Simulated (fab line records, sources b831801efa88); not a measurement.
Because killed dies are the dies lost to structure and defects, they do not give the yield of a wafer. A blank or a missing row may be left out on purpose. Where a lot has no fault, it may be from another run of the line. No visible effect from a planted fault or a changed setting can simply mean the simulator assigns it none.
fab line records + flow sky130
record
- lots=5
- wafers=15
- lastDay=49
route steps=708 shown LDD_HVP@282 LDD_LDN@289
lots with no fault: from the same line, run without faults
startH: start of the lot's first displayed wafer, in hours after the record's first day + waitH: hours since the lot's step before + " as in the row above + L1.1+2: several wafers, shown together as one row + - no value present, or no start provided + * or withheld: withheld + < > ~ a bound
route shown NAME@n: NAME is a module with steps in the file, n the number in the route of the first one + usual: the fault-free wafers' mean and standard deviation + same: alike in all rows + chamber/n: place in a boat + sites: the reading at each site + _std_site: their standard deviation + _edge_site: inner sites' mean taken away from outer sites' mean + radiusMm: how far each site lies from the wafer's centre + mask NAME#n: copy n + behind: the last tool/chamber to shape the wafer + hold: why the lot went on hold/how many hours it stayed there/how the hold came to an end + device: the n, p or np transistor that did not switch + end of line: the tests these same wafers got at the end of their route + for a step that has no rows: nothing shown but its recipe + killed: count of dies lost to structure and defects at first sort (not the wafer's yield) + map: dies across one wafer; x = killed, . = not, _ = none there
set.NAME: the setting the step ran with; set.NAME@STEP: the setting that earlier step ran with + model.NAME: the simulator's own value behind a step, which no gauge read
certain route steps with their lots: each step a table, each wafer a row
services: the hour from which a tool's chamber was out of use, counted from the record's first day as startH (under 0 if before that day), plus the number of hours and why
## steps
# step SKY_LDD_HVP_EXPOSE_04
# recipe
- maskId=HVPTM
- na=0.6
- sourceShape=conventional
- sigmaOuter=0.6
- polarization=unpolarized
- targetCdNm=700
- doseMj=86
| lot.wafer  | tool            | chamber | startH | waitH | mask    |
|------------|-----------------|---------|--------|-------|---------|
| L078.2+5+6 | ilineStepper-02 | 0       | -      | -     | HVPTM#0 |
| L080.1+4+6 | ilineStepper-02 | 0       | -      | -     | HVPTM#0 |
| L085.2+3+4 | ilineStepper-02 | 0       | -      | -     | HVPTM#0 |
| L091.3+5+6 | ilineStepper-01 | 0       | -      | -     | HVPTM#0 |
| L092.1+3+5 | ilineStepper-02 | 0       | -      | -     | HVPTM#0 |
# step SKY_LDD_HVP_PEB_05
# recipe
- tempC=withheld
- timeS=*
- resist=NOVOLAK
# usual
- exhaustPa=44.9/1
| lot.wafer | tool          | chamber | startH | waitH | exhaustPa |
|-----------|---------------|---------|--------|-------|-----------|
| L078.2    | lithoTrack-02 | 0       | -      | -     | 44.3      |
| L078.5    | "             | 0       | "      | "     | 46.0      |
| L078.6    | "             | 0       | "      | "     | 44.2      |
| L080.1    | lithoTrack-01 | 0       | -      | -     | 44.8      |
| L080.4    | "             | 0       | "      | "     | 46.0      |
| L080.6    | "             | 0       | "      | "     | 45.2      |
| L085.2    | lithoTrack-04 | 0       | -      | -     | 44.6      |
| L085.3    | "             | 0       | "      | "     | 43.4      |
| L085.4    | "             | 0       | "      | "     | 44.7      |
| L091.3    | lithoTrack-01 | 0       | -      | -     | 45.5      |
| L091.5    | "             | 0       | "      | "     | 45.1      |
| L091.6    | "             | 0       | "      | "     | 45.1      |
| L092.1    | lithoTrack-02 | 0       | -      | -     | 43.7      |
| L092.3    | "             | 0       | "      | "     | 43.4      |
| L092.5    | "             | 0       | "      | "     | 42.9      |
# step SKY_LDD_HVP_DEVELOP_06
# recipe
- resist=NOVOLAK
- developer=TMAH
- developTimeS=60
- devTempC=23
# usual
- exhaustPa=45.0/1
| lot.wafer | tool          | chamber | startH | waitH | exhaustPa |
|-----------|---------------|---------|--------|-------|-----------|
| L078.2    | lithoTrack-02 | 0       | 534.15 | 0.1   | 45.8      |
| L078.5    | "             | 0       | "      | "     | 43.9      |
| L078.6    | "             | 0       | "      | "     | 44.2      |
| L080.1    | lithoTrack-01 | 0       | 545.14 | 0.1   | 43.1      |
| L080.4    | "             | 0       | "      | "     | 44.5      |
| L080.6    | "             | 0       | "      | "     | 44.8      |
| L085.2    | lithoTrack-04 | 0       | 594.72 | 0.1   | 45.3      |
| L085.3    | "             | 0       | "      | "     | 44.2      |
| L085.4    | "             | 0       | "      | "     | 44.0      |
| L091.3    | lithoTrack-01 | 0       | 650.64 | 0.1   | 46.0      |
| L091.5    | "             | 0       | "      | "     | 44.6      |
| L091.6    | "             | 0       | "      | "     | 46.0      |
| L092.1    | lithoTrack-02 | 0       | 651.68 | 0.1   | 45.3      |
| L092.3    | "             | 0       | "      | "     | 44.8      |
| L092.5    | "             | 0       | "      | "     | 45.0      |
# step SKY_LDD_HVP_OVL_MEAS_07
# usual
- LDD_HVP_OVL=0.0/1.3
| lot.wafer | tool       | chamber | startH | waitH | LDD_HVP_OVL[nm] |
|-----------|------------|---------|--------|-------|-----------------|
| L078.2    | overlay-01 | -       | 534.28 | 0.1   | -1.4            |
| L078.5    | "          | -       | "      | "     | 0.2             |
| L078.6    | "          | -       | "      | "     | -0.8            |
| L080.1    | overlay-01 | -       | 545.29 | 0.1   | -0.6            |
| L080.4    | "          | -       | "      | "     | 0.1             |
| L080.6    | "          | -       | "      | "     | -0.8            |
| L085.2    | overlay-01 | -       | 594.85 | 0.1   | 0.9             |
| L085.3    | "          | -       | "      | "     | -0.3            |
| L085.4    | "          | -       | "      | "     | 0.8             |
| L091.3    | overlay-02 | -       | 650.76 | 0.1   | -0.8            |
| L091.5    | "          | -       | "      | "     | 0.3             |
| L091.6    | "          | -       | "      | "     | -1.6            |
| L092.1    | overlay-02 | -       | 651.83 | 0.1   | 0.6             |
| L092.3    | "          | -       | "      | "     | -1.0            |
| L092.5    | "          | -       | "      | "     | -0.9            |
# step SKY_LDD_HVP_IMPLANT_08
# recipe
- species=B
- energyKev=20
- doseCm2=1.7e+13
- tiltDeg=17.9
# usual
- tiltDeg=17.900/0.02
| lot.wafer | tool         | chamber | startH | waitH | tiltDeg |
|-----------|--------------|---------|--------|-------|---------|
| L078.2    | implanter-01 | 0       | 534.34 | 0.0   | 17.865  |
| L078.5    | "            | 0       | "      | "     | 17.882  |
| L078.6    | "            | 0       | "      | "     | 17.902  |
| L080.1    | implanter-03 | 0       | 545.33 | 0.0   | 17.888  |
| L080.4    | "            | 0       | "      | "     | 17.905  |
| L080.6    | "            | 0       | "      | "     | 17.897  |
| L085.2    | implanter-04 | 0       | 594.90 | 0.0   | 17.889  |
| L085.3    | "            | 0       | "      | "     | 17.877  |
| L085.4    | "            | 0       | "      | "     | 17.875  |
| L091.3    | implanter-01 | 0       | 650.83 | 0.1   | 17.890  |
| L091.5    | "            | 0       | "      | "     | 17.930  |
| L091.6    | "            | 0       | "      | "     | 17.890  |
| L092.1    | implanter-01 | 0       | 651.86 | 0.0   | 17.901  |
| L092.3    | "            | 0       | "      | "     | 17.883  |
| L092.5    | "            | 0       | "      | "     | 17.915  |
# step SKY_LDD_HVP_STRIP_09
# recipe
- chemistry=O2/N2
- powerW=1400
- pressureMtorr=1500
- platenTempC=withheld
- o2FlowSccm=3000
- n2FlowSccm=300
- overashFraction=0.5
# usual
- drypumpMotorCurrentA=6.1/0.45
- oesProductAu=0.408/0.0041
- stripTimeToEndpointS=4.137/0.02
| lot.wafer | tool           | chamber | startH | waitH | drypumpMotorCurrentA | oesProductAu | rfHoursCounterH | stripTimeToEndpointS |
|-----------|----------------|---------|--------|-------|----------------------|--------------|-----------------|----------------------|
| L078.2    | plasmaAsher-01 | 1       | 534.46 | 0.1   | 5.7                  | 0.404        | 77              | 4.130                |
| L078.5    | "              | 1       | "      | "     | 5.7                  | 0.411        | -               | 4.126                |
| L078.6    | "              | 0       | "      | "     | 6.7                  | 0.405        | -               | 4.139                |
| L080.1    | plasmaAsher-02 | 0       | 545.48 | 0.1   | 5.4                  | 0.414        | 77              | 4.119                |
| L080.4    | "              | 0       | "      | "     | 5.4                  | 0.410        | -               | 4.133                |
| L080.6    | "              | 1       | "      | "     | 6.2                  | 0.410        | -               | 4.108                |
| L085.2    | plasmaAsher-01 | 0       | 595.03 | 0.1   | 6.7                  | 0.414        | 83              | 4.167                |
| L085.3    | "              | 1       | "      | "     | 5.7                  | 0.412        | -               | 4.143                |
| L085.4    | "              | 0       | "      | "     | 6.8                  | 0.410        | -               | 4.160                |
| L091.3    | plasmaAsher-04 | 0       | 650.96 | 0.1   | 5.9                  | 0.407        | -               | 4.151                |
| L091.5    | "              | 1       | "      | "     | 6.4                  | 0.409        | -               | 4.145                |
| L091.6    | "              | 0       | "      | "     | 5.9                  | 0.406        | -               | 4.157                |
| L092.1    | plasmaAsher-01 | 1       | 652.01 | 0.1   | 5.8                  | 0.406        | 90              | 4.115                |
| L092.3    | "              | 0       | "      | "     | 6.7                  | 0.411        | -               | 4.109                |
| L092.5    | "              | 0       | "      | "     | 6.7                  | 0.410        | -               | 4.131                |
# step SKY_LDD_HVP_TW_MEAS_10
# usual
- LDD_HVP_TW=459/6.5
| lot.wafer | tool         | chamber | startH | waitH | LDD_HVP_TW |
|-----------|--------------|---------|--------|-------|------------|
| L078.2    | filmMetro-03 | -       | 534.57 | 0.1   | 459        |
| L078.5    | "            | -       | "      | "     | 459        |
| L078.6    | "            | -       | "      | "     | 457        |
| L080.1    | filmMetro-04 | -       | 545.58 | 0.1   | 454        |
| L080.4    | "            | -       | "      | "     | 452        |
| L080.6    | "            | -       | "      | "     | 453        |
| L085.2    | filmMetro-01 | -       | 595.14 | 0.1   | 470        |
| L085.3    | "            | -       | "      | "     | 472        |
| L085.4    | "            | -       | "      | "     | 473        |
| L091.3    | filmMetro-01 | -       | 651.05 | 0.1   | 467        |
| L091.5    | "            | -       | "      | "     | 467        |
| L091.6    | "            | -       | "      | "     | 471        |
| L092.1    | filmMetro-01 | -       | 652.11 | 0.1   | 466        |
| L092.3    | "            | -       | "      | "     | 466        |
| L092.5    | "            | -       | "      | "     | 465        |
# step SKY_LDD_LDN_DEHYDRATE_00
# recipe
- tempC=200
- timeS=60
# usual
- exhaustPa=45.1/0.84
| lot.wafer | tool          | chamber | startH | waitH | exhaustPa |
|-----------|---------------|---------|--------|-------|-----------|
| L078.2    | lithoTrack-03 | 0       | 548.38 | 13.8  | 45.6      |
| L078.5    | "             | 0       | "      | "     | 46.8      |
| L078.6    | "             | 0       | "      | "     | 45.6      |
| L080.1    | lithoTrack-04 | 0       | 560.54 | 15.0  | 44.8      |
| L080.4    | "             | 0       | "      | "     | 44.0      |
| L080.6    | "             | 0       | "      | "     | 44.5      |
| L085.2    | lithoTrack-03 | 0       | 609.13 | 14.0  | 44.7      |
| L085.3    | "             | 0       | "      | "     | 44.8      |
| L085.4    | "             | 0       | "      | "     | 44.4      |
| L091.3    | lithoTrack-03 | 0       | 664.65 | 13.6  | 44.2      |
| L091.5    | "             | 0       | "      | "     | 42.8      |
| L091.6    | "             | 0       | "      | "     | 45.5      |
| L092.1    | lithoTrack-03 | 0       | 665.50 | 13.4  | 43.9      |
| L092.3    | "             | 0       | "      | "     | 44.6      |
| L092.5    | "             | 0       | "      | "     | 45.5      |
# step SKY_LDD_LDN_HMDS_01
# recipe
- primeTimeS=60
- primeTempC=120
# usual
- exhaustPa=45.1/0.86
| lot.wafer | tool          | chamber | startH | waitH | exhaustPa |
|-----------|---------------|---------|--------|-------|-----------|
| L078.2    | lithoTrack-03 | 0       | 548.53 | 0.1   | 45.1      |
| L078.5    | "             | 0       | "      | "     | 43.4      |
| L078.6    | "             | 0       | "      | "     | 43.4      |
| L080.1    | lithoTrack-04 | 0       | 560.69 | 0.1   | 45.8      |
| L080.4    | "             | 0       | "      | "     | 45.7      |
| L080.6    | "             | 0       | "      | "     | 45.6      |
| L085.2    | lithoTrack-03 | 0       | 609.28 | 0.1   | 45.6      |
| L085.3    | "             | 0       | "      | "     | 45.0      |
| L085.4    | "             | 0       | "      | "     | 44.4      |
| L091.3    | lithoTrack-03 | 0       | 664.80 | 0.1   | 45.3      |
| L091.5    | "             | 0       | "      | "     | 45.4      |
| L091.6    | "             | 0       | "      | "     | 45.5      |
| L092.1    | lithoTrack-03 | 0       | 665.65 | 0.1   | 45.3      |
| L092.3    | "             | 0       | "      | "     | 44.7      |
| L092.5    | "             | 0       | "      | "     | 46.9      |
# step SKY_LDD_LDN_COAT_02
# recipe
- resist=NOVOLAK
- spinRpm=3000
- resistThkNm=1140
# usual
- exhaustPa=44.9/1
| lot.wafer | tool          | chamber | startH | waitH | exhaustPa |
|-----------|---------------|---------|--------|-------|-----------|
| L078.2    | lithoTrack-03 | 0       | 548.68 | 0.1   | 44.9      |
| L078.5    | "             | 0       | "      | "     | 45.0      |
| L078.6    | "             | 0       | "      | "     | 46.0      |
| L080.1    | lithoTrack-04 | 0       | 560.84 | 0.1   | 43.9      |
| L080.4    | "             | 0       | "      | "     | 44.0      |
| L080.6    | "             | 0       | "      | "     | 45.0      |
| L085.2    | lithoTrack-03 | 0       | 609.43 | 0.1   | 46.0      |
| L085.3    | "             | 0       | "      | "     | 45.3      |
| L085.4    | "             | 0       | "      | "     | 46.0      |
| L091.3    | lithoTrack-03 | 0       | 664.95 | 0.1   | 44.5      |
| L091.5    | "             | 0       | "      | "     | 44.8      |
| L091.6    | "             | 0       | "      | "     | 44.5      |
| L092.1    | lithoTrack-03 | 0       | 665.80 | 0.1   | 45.7      |
| L092.3    | "             | 0       | "      | "     | 45.1      |
| L092.5    | "             | 0       | "      | "     | 46.2      |
# step SKY_LDD_LDN_SOFTBAKE_03
# recipe
- tempC=90
- timeS=60
- resist=NOVOLAK
# usual
- exhaustPa=44.9/0.9
| lot.wafer | tool          | chamber | startH | waitH | exhaustPa |
|-----------|---------------|---------|--------|-------|-----------|
| L078.2    | lithoTrack-03 | 0       | 548.83 | 0.1   | 45.0      |
| L078.5    | "             | 0       | "      | "     | 45.2      |
| L078.6    | "             | 0       | "      | "     | 45.4      |
| L080.1    | lithoTrack-04 | 0       | 560.99 | 0.1   | 45.3      |
| L080.4    | "             | 0       | "      | "     | 44.5      |
| L080.6    | "             | 0       | "      | "     | 44.5      |
| L085.2    | lithoTrack-03 | 0       | 609.58 | 0.1   | 45.6      |
| L085.3    | "             | 0       | "      | "     | 46.9      |
| L085.4    | "             | 0       | "      | "     | 45.1      |
| L091.3    | lithoTrack-03 | 0       | 665.10 | 0.1   | 45.4      |
| L091.5    | "             | 0       | "      | "     | 45.7      |
| L091.6    | "             | 0       | "      | "     | 46.5      |
| L092.1    | lithoTrack-03 | 0       | 665.95 | 0.1   | 44.0      |
| L092.3    | "             | 0       | "      | "     | 44.3      |
| L092.5    | "             | 0       | "      | "     | 42.0      |
# step SKY_LDD_LDN_EXPOSE_04
# recipe
- maskId=LDNTM
- na=0.6
- sourceShape=conventional
- sigmaOuter=0.6
- polarization=unpolarized
- targetCdNm=700
- doseMj=140
| lot.wafer  | tool            | chamber | startH | waitH | mask    |
|------------|-----------------|---------|--------|-------|---------|
| L078.2+5+6 | ilineStepper-02 | 0       | -      | -     | LDNTM#0 |
| L080.1+4+6 | ilineStepper-01 | 0       | -      | -     | LDNTM#0 |
| L085.2+3+4 | ilineStepper-01 | 0       | -      | -     | LDNTM#0 |
| L091.3+5+6 | ilineStepper-02 | 0       | -      | -     | LDNTM#0 |
| L092.1+3+5 | ilineStepper-02 | 0       | -      | -     | LDNTM#0 |
# step SKY_LDD_LDN_PEB_05
# recipe
- tempC=withheld
- timeS=*
- resist=NOVOLAK
# usual
- exhaustPa=45.0/0.91
| lot.wafer | tool          | chamber | startH | waitH | exhaustPa |
|-----------|---------------|---------|--------|-------|-----------|
| L078.2    | lithoTrack-03 | 0       | -      | -     | 42.8      |
| L078.5    | "             | 0       | "      | "     | 43.9      |
| L078.6    | "             | 0       | "      | "     | 43.5      |
| L080.1    | lithoTrack-03 | 0       | -      | -     | 46.2      |
| L080.4    | "             | 0       | "      | "     | 46.7      |
| L080.6    | "             | 0       | "      | "     | 45.2      |
| L085.2    | lithoTrack-03 | 0       | -      | -     | 45.3      |
| L085.3    | "             | 0       | "      | "     | 45.8      |
| L085.4    | "             | 0       | "      | "     | 45.9      |
| L091.3    | lithoTrack-01 | 0       | -      | -     | 45.9      |
| L091.5    | "             | 0       | "      | "     | 45.6      |
| L091.6    | "             | 0       | "      | "     | 45.8      |
| L092.1    | lithoTrack-01 | 0       | -      | -     | 45.3      |
| L092.3    | "             | 0       | "      | "     | 46.0      |
| L092.5    | "             | 0       | "      | "     | 44.6      |
# step SKY_LDD_LDN_DEVELOP_06
# recipe
- resist=NOVOLAK
- developer=TMAH
- developTimeS=60
- devTempC=23
# usual
- exhaustPa=44.9/0.99
| lot.wafer | tool          | chamber | startH | waitH | exhaustPa |
|-----------|---------------|---------|--------|-------|-----------|
| L078.2    | lithoTrack-03 | 0       | 563.93 | 0.1   | 43.7      |
| L078.5    | "             | 0       | "      | "     | 44.6      |
| L078.6    | "             | 0       | "      | "     | 44.0      |
| L080.1    | lithoTrack-03 | 0       | 574.65 | 0.1   | 44.3      |
| L080.4    | "             | 0       | "      | "     | 42.2      |
| L080.6    | "             | 0       | "      | "     | 42.6      |
| L085.2    | lithoTrack-03 | 0       | 624.13 | 0.1   | 44.4      |
| L085.3    | "             | 0       | "      | "     | 44.4      |
| L085.4    | "             | 0       | "      | "     | 45.1      |
| L091.3    | lithoTrack-01 | 0       | 679.24 | 0.1   | 45.7      |
| L091.5    | "             | 0       | "      | "     | 45.1      |
| L091.6    | "             | 0       | "      | "     | 46.4      |
| L092.1    | lithoTrack-01 | 0       | 680.09 | 0.1   | 46.1      |
| L092.3    | "             | 0       | "      | "     | 47.4      |
| L092.5    | "             | 0       | "      | "     | 44.0      |
# step SKY_LDD_LDN_OVL_MEAS_07
# usual
- LDD_LDN_OVL=-1.9/1.3
| lot.wafer | tool       | chamber | startH | waitH | LDD_LDN_OVL[nm] |
|-----------|------------|---------|--------|-------|-----------------|
| L078.2    | overlay-02 | -       | 564.06 | 0.1   | -5.7            |
| L078.5    | "          | -       | "      | "     | -3.6            |
| L078.6    | "          | -       | "      | "     | -2.9            |
| L080.1    | overlay-02 | -       | 574.80 | 0.1   | -0.4            |
| L080.4    | "          | -       | "      | "     | -0.8            |
| L080.6    | "          | -       | "      | "     | 0.1             |
| L085.2    | overlay-01 | -       | 624.26 | 0.1   | -3.2            |
| L085.3    | "          | -       | "      | "     | -0.8            |
| L085.4    | "          | -       | "      | "     | -1.0            |
| L091.3    | overlay-01 | -       | 679.36 | 0.1   | -2.8            |
| L091.5    | "          | -       | "      | "     | -2.0            |
| L091.6    | "          | -       | "      | "     | -3.7            |
| L092.1    | overlay-01 | -       | 680.24 | 0.1   | -2.9            |
| L092.3    | "          | -       | "      | "     | -1.3            |
| L092.5    | "          | -       | "      | "     | -2.6            |
# step SKY_LDD_LDN_IMPLANT_08
# recipe
- species=As
- energyKev=15
- doseCm2=1.25e+13
- tiltDeg=withheld
- rotationDeg=23
| lot.wafer  | tool         | chamber | startH | waitH |
|------------|--------------|---------|--------|-------|
| L078.2+5+6 | implanter-04 | 0       | 564.11 | 0.0   |
| L080.1+4+6 | implanter-04 | 0       | 574.84 | 0.0   |
| L085.2+3+4 | implanter-02 | 0       | 624.31 | 0.0   |
| L091.3+5+6 | implanter-04 | 0       | 679.43 | 0.1   |
| L092.1+3+5 | implanter-04 | 0       | 680.28 | 0.0   |
# step SKY_LDD_LDN_IMPLANT_09
# recipe
- species=As
- energyKev=15
- doseCm2=1.25e+13
- tiltDeg=withheld
- rotationDeg=113
| lot.wafer  | tool         | chamber | startH | waitH |
|------------|--------------|---------|--------|-------|
| L078.2+5+6 | implanter-04 | 0       | 564.26 | 0.1   |
| L080.1+4+6 | implanter-04 | 0       | 574.99 | 0.1   |
| L085.2+3+4 | implanter-02 | 0       | 624.46 | 0.1   |
| L091.3+5+6 | implanter-04 | 0       | 679.58 | 0.1   |
| L092.1+3+5 | implanter-04 | 0       | 680.43 | 0.1   |
# step SKY_LDD_LDN_IMPLANT_10
# recipe
- species=As
- energyKev=15
- doseCm2=1.25e+13
- tiltDeg=withheld
- rotationDeg=203
| lot.wafer  | tool         | chamber | startH | waitH |
|------------|--------------|---------|--------|-------|
| L078.2+5+6 | implanter-04 | 0       | 564.41 | 0.1   |
| L080.1+4+6 | implanter-04 | 0       | 575.14 | 0.1   |
| L085.2+3+4 | implanter-02 | 0       | 624.61 | 0.1   |
| L091.3+5+6 | implanter-04 | 0       | 679.73 | 0.1   |
| L092.1+3+5 | implanter-04 | 0       | 680.58 | 0.1   |
## services
| tool            | chamber | startH | hours | kind   |
|-----------------|---------|--------|-------|--------|
| implanter-01    | -       | 497.78 | 4.0   | repair |
| implanter-03    | -       | 498.63 | 4.8   | pm     |
| ilineStepper-01 | -       | 506.53 | 1.7   | pm     |
| implanter-02    | -       | 509.12 | 2.5   | pm     |
| implanter-01    | -       | 513.81 | 1.3   | repair |
| plasmaAsher-04  | -       | 516.89 | 4.4   | repair |
| implanter-01    | -       | 521.66 | 0.6   | repair |
| implanter-03    | -       | 540.39 | 1.0   | repair |
| implanter-04    | -       | 543.07 | 5.0   | repair |
| plasmaAsher-04  | -       | 543.78 | 4.3   | repair |
| implanter-01    | -       | 546.53 | 2.4   | repair |
| plasmaAsher-02  | -       | 555.92 | 4.4   | repair |
| plasmaAsher-04  | -       | 575.93 | 6.8   | repair |
| implanter-03    | -       | 588.83 | 42.5  | repair |
| implanter-04    | -       | 593.18 | 1.4   | repair |
| implanter-01    | -       | 599.89 | 0.6   | repair |
| ilineStepper-02 | -       | 605.23 | 1.7   | pm     |
| implanter-01    | -       | 617.06 | 1.5   | repair |
| implanter-04    | -       | 619.17 | 1.4   | repair |
| plasmaAsher-02  | -       | 620.35 | 14.6  | pm     |
| implanter-03    | -       | 631.29 | 3.2   | pm     |
| implanter-01    | -       | 659.64 | 11.1  | pm     |
| implanter-02    | -       | 667.74 | 4.2   | repair |
| implanter-01    | -       | 679.50 | 3.4   | repair |
## key
fault none
